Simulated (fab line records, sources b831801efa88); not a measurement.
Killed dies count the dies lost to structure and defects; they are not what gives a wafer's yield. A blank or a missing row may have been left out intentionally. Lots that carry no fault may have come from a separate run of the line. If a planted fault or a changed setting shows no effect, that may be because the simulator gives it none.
Chamber matching / flow gf180mcu / rie_si-02 running GF_POLY_GATE_ETCH_13: 4 sister chambers
The step etches poly-Si in HBr/Cl2, stops on SiO2, target depth 198.5 nm, time 69.6 s. 16 wafers are shown with their chamber, then 8 later ones without.

WAFERS, EACH WITH ITS CHAMBER
wafer=L359.1; chamber=0; drypump_motor_current_A (A)=5.83; oes_product_au (a.u.)=0.985; throttle_valve_pct (%)=33.676
wafer=L359.2; chamber=1; drypump_motor_current_A (A)=5.44; oes_product_au (a.u.)=0.987; throttle_valve_pct (%)=33.679
wafer=L359.6; chamber=0; drypump_motor_current_A (A)=5.83; oes_product_au (a.u.)=0.985; throttle_valve_pct (%)=33.690
wafer=L363.3; chamber=0; drypump_motor_current_A (A)=5.79; oes_product_au (a.u.)=0.981; throttle_valve_pct (%)=33.687
wafer=L363.5; chamber=1; drypump_motor_current_A (A)=5.48; oes_product_au (a.u.)=0.982; throttle_valve_pct (%)=33.684
wafer=L363.6; chamber=2; drypump_motor_current_A (A)=5.74; oes_product_au (a.u.)=0.987; throttle_valve_pct (%)=33.692
wafer=L364.1; chamber=2; drypump_motor_current_A (A)=5.73; oes_product_au (a.u.)=0.992; throttle_valve_pct (%)=33.682
wafer=L364.2; chamber=0; drypump_motor_current_A (A)=5.80; oes_product_au (a.u.)=0.985; throttle_valve_pct (%)=33.682
wafer=L364.3; chamber=1; drypump_motor_current_A (A)=5.45; oes_product_au (a.u.)=0.985; throttle_valve_pct (%)=33.679
wafer=L369.1; chamber=0; drypump_motor_current_A (A)=5.80; oes_product_au (a.u.)=0.987; throttle_valve_pct (%)=33.681
wafer=L369.5; chamber=3; drypump_motor_current_A (A)=5.52; oes_product_au (a.u.)=0.994; throttle_valve_pct (%)=33.688
wafer=L369.6; chamber=0; drypump_motor_current_A (A)=5.81; oes_product_au (a.u.)=0.984; throttle_valve_pct (%)=33.694
wafer=L373.4; chamber=2; drypump_motor_current_A (A)=5.73; oes_product_au (a.u.)=0.998; throttle_valve_pct (%)=33.681
wafer=L373.5; chamber=1; drypump_motor_current_A (A)=5.45; oes_product_au (a.u.)=1.003; throttle_valve_pct (%)=33.680
wafer=L373.6; chamber=2; drypump_motor_current_A (A)=5.73; oes_product_au (a.u.)=0.999; throttle_valve_pct (%)=33.677
wafer=L374.1; chamber=1; drypump_motor_current_A (A)=5.44; oes_product_au (a.u.)=0.985; throttle_valve_pct (%)=33.685

SIGNATURES, as means of the wafers listed above
reading=drypump_motor_current_A; chamber 0=5.8100; chamber 1=5.4520; chamber 2=5.7325; chamber 3=5.5200; scatter within a chamber=0.0146
reading=oes_product_au; chamber 0=0.98450; chamber 1=0.98840; chamber 2=0.99400; chamber 3=0.99400; scatter within a chamber=0.00572
reading=throttle_valve_pct; chamber 0=33.68500; chamber 1=33.68140; chamber 2=33.68300; chamber 3=33.68800; scatter within a chamber=0.00556
Rule: for each reading, subtract the chamber's mean from the wafer's reading, divide by that reading's scatter and square the result; add these up over the readings and take the root, which gives the wafer's distance from the chamber. The wafer belongs to the nearest chamber; if the next one is less than 2 further off, it can't be placed. The scatter: take each reading less its chamber's mean, square it, sum over the shown wafers, divide by the number of wafers less the number of chambers, and take the root.

WAFERS WHOSE CHAMBER IS MISSING
wafer=L374.3; drypump_motor_current_A (A)=5.58; oes_product_au (a.u.)=0.988; throttle_valve_pct (%)=33.694
wafer=L374.6; drypump_motor_current_A (A)=5.74; oes_product_au (a.u.)=0.994; throttle_valve_pct (%)=33.688
wafer=L376.1; drypump_motor_current_A (A)=5.74; oes_product_au (a.u.)=0.990; throttle_valve_pct (%)=33.674
wafer=L376.4; drypump_motor_current_A (A)=5.45; oes_product_au (a.u.)=0.991; throttle_valve_pct (%)=33.685
wafer=L376.5; drypump_motor_current_A (A)=5.72; oes_product_au (a.u.)=0.975; throttle_valve_pct (%)=33.686
wafer=L381.4; drypump_motor_current_A (A)=5.52; oes_product_au (a.u.)=0.986; throttle_valve_pct (%)=33.691
wafer=L381.5; drypump_motor_current_A (A)=5.44; oes_product_au (a.u.)=0.980; throttle_valve_pct (%)=33.679
wafer=L381.6; drypump_motor_current_A (A)=5.72; oes_product_au (a.u.)=0.988; throttle_valve_pct (%)=33.674

EACH ONE'S CHAMBER
wafer=L374.3; from the rows above=3; in truth=3
wafer=L374.6; from the rows above=2; in truth=2
wafer=L376.1; from the rows above=2; in truth=2
wafer=L376.4; from the rows above=1; in truth=1
wafer=L376.5; from the rows above=2; in truth=2
wafer=L381.4; from the rows above=3; in truth=3
wafer=L381.5; from the rows above=1; in truth=1
wafer=L381.6; from the rows above=2; in truth=2
8 of 8 placed correctly. Not placeable from these rows: 0. Placed wrongly: 0.
